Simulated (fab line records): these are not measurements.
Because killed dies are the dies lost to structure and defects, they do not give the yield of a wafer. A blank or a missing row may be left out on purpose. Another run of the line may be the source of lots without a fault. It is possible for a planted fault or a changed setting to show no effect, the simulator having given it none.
The same fault as seen by 2 desks ; flow gf180mcu ; each desk has only its own numbers; what lay behind them comes last

DESK OF THE TOOL OWNER: krfScanner-01
The tool's own readings at GF_M5_EXPOSE_04 (exposes mask Metal5, target cd 280 nm): means of the sampled wafers that have a number, for each lot that ran on this tool. A lot is out of limits, marked OUT, if its mean lies more than 4 standard deviations from the usual mean; the brackets give that distance.
Columns: A = focusOffsetNm at GF_M5_EXPOSE_04, usual -0.1 nm; B = stageVelMmS at GF_M5_EXPOSE_04, usual 500.02 mm/s
lot;first seen here;A;B
L990;day 26 07:03;-0.4;499.64
L993;day 27 07:04;0.3;500.10
L994;day 27 13:10;-0.2;500.37
L998;day 28 18:42;0.0;500.02
L999;day 29 08:30;-0.4;500.04
L100;day 29 11:44;-0.0;500.11
L104;day 30 14:02;-0.2;499.98
This desk's finding: nothing out of limits on any of the 7 lots.

AT THE METROLOGY DESK
Means of the sampled wafers that have a number, per lot and without regard to the tool the lot ran on: this is what the gauges read. A lot is out of limits, marked OUT, if its mean lies more than 4 standard deviations from the usual mean; the brackets give that distance.
Columns: A = MIM_ALCU_THK at GF_MIM_THK_MEAS_11, usual 198.9 nm; B = cdNm at GF_M5_CD_MEAS_07, usual 280.1 nm; C = V5_CVD_00_THK at GF_V5_THK_MEAS_01, usual 300 nm
lot;first seen here;A;B;C
L990;day 24 22:46;198.5;279.9;302
L992;day 25 10:46;195.4;279.6;300
L993;day 25 22:13;197.1;280.8;296
L994;day 26 05:02;197.0;281.4;297
L995;day 26 10:35;203.5;283.0;298
L996;day 26 23:53;195.6;280.3;295
L997;day 27 06:05;198.4;279.9;295
L998;day 27 12:46;198.7;280.0;300
L999;day 28 03:05;204.7;279.2;301
L100;day 28 07:39;201.4;254.7 (-21) OUT;302
L101;day 28 14:40;196.6;279.3;302
L104;day 29 10:25;196.5;268.3 (-9.8) OUT;301
L107;day 30 05:04;199.2;279.1;302
L110;day 31 01:59;196.3;279.6;302
This desk finds L100, L104 out of limits, L100 being first, at day 29 20:58 (cdNm at GF_M5_CD_MEAS_07). L990, L992, L993, L994, L995, L996, L997, L998, L999, L101, L107, L110: within limits.

ALL TOGETHER
L100, L104 would have let the metrology desk raise an alarm at day 29 20:58.
Nothing out of limits was seen by the tool owner's desk.
The tool owner's desk has L100, L104 on record, within its limits.
Of the lots named, all ran GF_M5_EXPOSE_04 on krfScanner-01.

WHAT THE SIMULATOR PUT IN
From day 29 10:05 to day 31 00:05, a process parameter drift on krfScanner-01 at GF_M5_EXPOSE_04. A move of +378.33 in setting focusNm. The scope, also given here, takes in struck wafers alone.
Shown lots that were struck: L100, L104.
Per desk, hours elapsed from the start of the fault to the first reading out of limits: for the metrology desk, 11.
